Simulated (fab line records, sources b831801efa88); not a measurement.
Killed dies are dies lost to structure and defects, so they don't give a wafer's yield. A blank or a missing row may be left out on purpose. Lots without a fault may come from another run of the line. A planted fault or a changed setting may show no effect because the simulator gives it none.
Which tool did it? | flow sky130 | 11 lots, 32 wafers sampled, at 2 steps of a route of 708

WHAT THE GAUGES READ, wafer by wafer
SKY_METAL1_OVL_MEAS_16.
lot  | measured     | on         | METAL1_OVL (nm)
L156 | day 32 00:24 | overlay-02 | 2 5 -3
L157 | day 32 11:45 | overlay-01 | -4 -1 0
L158 | day 32 18:28 | overlay-02 | 4 0 0
L159 | day 33 11:42 | overlay-02 | -9 -3 -11
L160 | day 33 19:54 | overlay-01 | 9 8 -1
L161 | day 33 21:49 | overlay-02 | -6 -4 -3
L167 | day 36 03:00 | overlay-02 | -1 -2 -2
L168 | day 36 05:54 | overlay-02 | -9 -10 -9
L171 | day 38 12:30 | overlay-01 | -3 -7 -1
L170 | day 38 15:37 | overlay-01 | 11 10 6
L173 | day 39 00:44 | overlay-02 | -5 -1

WHICH TOOL RAN EACH LOT (tool, then ch and the chambers of the sampled wafers, then the start)
lot  | SKY_CONTACT_SPUTTER_23
L156 | pvd_sputter-01, day 30 20:24
L157 | pvd_sputter-04, day 31 07:59
L158 | pvd_sputter-01, day 31 14:19
L159 | pvd_sputter-03, day 32 08:31
L160 | pvd_sputter-01, day 32 15:49
L161 | pvd_sputter-03, day 32 18:07
L167 | pvd_sputter-01, day 34 23:56
L168 | pvd_sputter-01, day 35 02:43
L171 | pvd_sputter-04, day 37 09:10
L170 | pvd_sputter-01, day 37 11:46
L173 | pvd_sputter-01, day 37 21:41
- SKY_CONTACT_SPUTTER_23: material TiN, target thk 20 nm, time 80 s.

THE ANSWER, worked out from the rows above alone
Rule: what is usual is taken from the lots themselves. Put in order of their means at a reading, lots are off if they are a third of the lots or fewer, leave a main group of 4 or more, and stand apart from it by a gap of 3 or more times the standard deviation of the main group's means; of several such gaps the widest counts. A main group whose means are all the same, to the digits that the tables above print for the reading, isn't used. A lot without any number at a reading at which 4 lots or more have one is off too. The other lots that the step has rows for count as sound.
No lot is off at any reading shown: from this, nothing can be told.

WHAT THE SIMULATOR HAD PUT IN
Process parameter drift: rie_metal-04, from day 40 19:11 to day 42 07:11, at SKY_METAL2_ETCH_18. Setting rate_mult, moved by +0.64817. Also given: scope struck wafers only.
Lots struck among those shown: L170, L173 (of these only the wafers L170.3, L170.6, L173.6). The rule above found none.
